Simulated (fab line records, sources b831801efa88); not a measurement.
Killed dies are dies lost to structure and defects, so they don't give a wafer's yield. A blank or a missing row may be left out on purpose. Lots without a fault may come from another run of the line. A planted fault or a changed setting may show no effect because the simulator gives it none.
Which tool did it? | flow sky130 | 12 lots, 36 wafers sampled, at 5 steps of a route of 708

WHAT THE GAUGES READ, wafer by wafer
SKY_LDD_N_OVL_MEAS_07. Usual: LDD_N_OVL -0.3 nm, standard deviation 1.6.
lot  | measured     | on         | LDD_N_OVL (nm) | flag
L641 | day 18 00:09 | overlay-01 | -0.1 -0.5 -0.5 |
L643 | day 18 11:42 | overlay-01 | -0.1 -1.0 0.6  |
L642 | day 18 11:47 | overlay-02 | -2.6 -2.1 -2.1 |
L645 | day 19 08:10 | overlay-01 | -1.6 -1.3 -1.2 |
L646 | day 19 08:28 | overlay-02 | -1.7 0.8 -0.3  |
L647 | day 19 22:53 | overlay-01 | 0.5 0.9 -1.0   |
L649 | day 21 06:05 | overlay-01 | -3.2 0.0 -2.1  |
L653 | day 22 22:56 | overlay-02 | -2.1 -1.8 -3.0 |
L656 | day 23 20:44 | overlay-01 | -1.6 -0.9 -0.3 |
L657 | day 24 13:35 | overlay-02 | -0.7 -2.1 -1.3 |
L661 | day 25 02:07 | overlay-01 | -0.5 1.8 3.0   |
L662 | day 25 14:16 | overlay-02 | -0.7 -0.4 0.7  |

SKY_LDD_P_CD_MEAS_07: target cd 380 nm. Usual: cd_nm 379.7 nm, standard deviation 2.4.
lot  | measured     | on        | cd_nm (nm)        | flag
L641 | day 19 05:59 | cd_sem-01 | 382.1 378.9 381.7 |
L643 | day 19 18:09 | cd_sem-02 | 379.8 376.0 379.8 |
L642 | day 19 18:24 | cd_sem-01 | 379.0 376.4 376.2 |
L645 | day 20 15:24 | cd_sem-01 | 383.0 381.5 380.9 |
L646 | day 20 15:44 | cd_sem-02 | 374.4 373.7 378.2 |
L647 | day 21 05:36 | cd_sem-02 | 380.1 380.6 378.2 |
L649 | day 22 13:29 | cd_sem-02 | 378.5 379.9 380.8 |
L653 | day 24 05:39 | cd_sem-01 | 380.4 379.3 379.1 |
L656 | day 25 03:04 | cd_sem-01 | 384.1 380.8 382.6 |
L657 | day 25 20:17 | cd_sem-02 | 377.1 375.3 377.9 |
L661 | day 26 09:02 | cd_sem-02 | 378.5 381.2 377.5 |
L662 | day 26 20:01 | cd_sem-01 | 382.0 381.6 384.5 |

WHICH TOOL RAN EACH LOT (tool, then ch and the chambers of the sampled wafers, then the start)
lot  | SKY_POLY_GATE_ETCH_15              | SKY_LDD_N_COAT_02                 | SKY_LDD_N_STRIP_16
L641 | rie_diel-04 ch 0,2, day 16 12:36   | litho_track-02 ch 0, day 17 09:40 | plasma_asher-01 ch 0,1, day 18 01:23
L643 | rie_diel-04 ch 1,2, day 16 23:20   | litho_track-04 ch 0, day 17 20:57 | plasma_asher-04 ch 1, day 18 12:56
L642 | rie_diel-01 ch 0,3, day 16 23:33   | litho_track-01 ch 0, day 17 20:59 | plasma_asher-03 ch 0,1, day 18 13:01
L645 | rie_diel-04 ch 0,1, day 17 18:02   | litho_track-02 ch 0, day 18 17:52 | plasma_asher-03 ch 0,1, day 19 09:23
L646 | rie_diel-02 ch 0,2, day 17 20:47   | litho_track-01 ch 0, day 18 18:01 | plasma_asher-04 ch 0,1, day 19 09:41
L647 | rie_diel-01 ch 1,2,3, day 18 07:27 | litho_track-02 ch 0, day 19 07:29 | plasma_asher-01 ch 0,1, day 20 00:07
L649 | rie_diel-02 ch 0,1,3, day 19 20:14 | litho_track-02 ch 0, day 20 15:05 | plasma_asher-03 ch 0, day 21 07:20
L653 | rie_diel-04 ch 0,3, day 21 14:35   | litho_track-02 ch 0, day 22 07:34 | plasma_asher-04 ch 0,1, day 23 00:10
L656 | rie_diel-01 ch 0,1,2, day 22 12:35 | litho_track-01 ch 0, day 23 06:13 | plasma_asher-03 ch 0,1, day 23 21:59
L657 | rie_diel-02 ch 0,1, day 23 05:59   | litho_track-02 ch 0, day 23 21:59 | plasma_asher-04 ch 0,1, day 24 14:50
L661 | rie_diel-02 ch 0,1,2, day 23 18:38 | litho_track-01 ch 0, day 24 11:49 | plasma_asher-01 ch 0,1, day 25 03:20
L662 | rie_diel-02 ch 1,3, day 24 06:12   | litho_track-01 ch 0, day 24 23:52 | plasma_asher-03 ch 0,1, day 25 15:31
- SKY_POLY_GATE_ETCH_15: etches BARC in N2/H2, stops on SiO2, time 118.5 s, target depth 110 nm.
- SKY_LDD_N_COAT_02: resist thk 300 nm.
- SKY_LDD_N_STRIP_16: strips in O2/N2.

WHAT THE TOOLS THEMSELVES READ (means of the sampled wafers that have a number; where no wafer has one, the mark that the record gives instead)
SKY_POLY_GATE_ETCH_15. Usual: drypump_motor_current_A 5.5 A, standard deviation 0.47; oes_product_au 0.717 a.u., standard deviation 0.0043; throttle_valve_pct 13.212 %, standard deviation 0.0088.
lot  | tool        | drypump_motor_current_A (A) | oes_product_au (a.u.) | throttle_valve_pct (%) | flag
L641 | rie_diel-04 | 5.3                         | 0.715                 | 13.211                 |
L643 | rie_diel-04 | 4.9                         | 0.718                 | 13.213                 |
L642 | rie_diel-01 | 5.7                         | 0.718                 | 13.205                 |
L645 | rie_diel-04 | 5.3                         | 0.717                 | 13.216                 |
L646 | rie_diel-02 | 6.1                         | 0.714                 | 13.214                 |
L647 | rie_diel-01 | 5.3                         | 0.713                 | 13.213                 |
L649 | rie_diel-02 | 5.5                         | 0.713                 | 13.212                 |
L653 | rie_diel-04 | 5.7                         | 0.717                 | 13.208                 |
L656 | rie_diel-01 | 5.4                         | 0.714                 | 13.220                 |
L657 | rie_diel-02 | 5.7                         | 0.717                 | 13.209                 |
L661 | rie_diel-02 | 5.8                         | 0.715                 | 13.211                 |
L662 | rie_diel-02 | 5.3                         | 0.716                 | 13.210                 |

SKY_LDD_N_STRIP_16. Usual: drypump_motor_current_A 5.6 A, standard deviation 0.47; oes_product_au 0.407 a.u., standard deviation 0.0048; strip_time_to_endpoint_s 4.315 s, standard deviation 0.015.
lot  | tool            | drypump_motor_current_A (A) | oes_product_au (a.u.) | strip_time_to_endpoint_s (s) | flag
L641 | plasma_asher-01 | 5.9                         | 0.406                 | 4.329                        |
L643 | plasma_asher-04 | 5.0                         | 0.407                 | 4.304                        |
L642 | plasma_asher-03 | 5.7                         | 0.407                 | 4.305                        |
L645 | plasma_asher-03 | 5.8                         | 0.402                 | 4.327                        |
L646 | plasma_asher-04 | 5.3                         | 0.406                 | 4.304                        |
L647 | plasma_asher-01 | 5.9                         | 0.404                 | 4.309                        |
L649 | plasma_asher-03 | 5.9                         | 0.405                 | 4.299                        |
L653 | plasma_asher-04 | 5.6                         | 0.456                 | 5.420                        | OFF
L656 | plasma_asher-03 | 5.8                         | 0.404                 | 4.311                        |
L657 | plasma_asher-04 | 5.6                         | 0.454                 | 5.441                        | OFF
L661 | plasma_asher-01 | 5.5                         | 0.410                 | 4.304                        |
L662 | plasma_asher-03 | 5.8                         | 0.401                 | 4.323                        |

THE ANSWER, worked out from the rows above alone
Rule: a lot is off if the mean of its wafers that have a number lies more than 3 standard deviations from the usual mean. A lot without any number at a reading at which 4 lots or more have one is off too. The other lots that the step has rows for count as sound. The gauges are gone through in route order, then the tools' own readings, and for those a lot's mean is taken as printed above. The first step at which some lot is off is used, and at that step the reading that is off furthest; a lot without a number counts as furthest.
Off: L653, L657, at SKY_LDD_N_STRIP_16 (strip_time_to_endpoint_s).
A tool fits if, at that step or a process step before it, it ran every lot that is off, and no sound lot after the first of them. Can't be told from this: 2 tools fit, litho_track-02 at SKY_LDD_N_COAT_02, plasma_asher-04 at SKY_LDD_N_STRIP_16.

WHAT THE SIMULATOR HAD PUT IN
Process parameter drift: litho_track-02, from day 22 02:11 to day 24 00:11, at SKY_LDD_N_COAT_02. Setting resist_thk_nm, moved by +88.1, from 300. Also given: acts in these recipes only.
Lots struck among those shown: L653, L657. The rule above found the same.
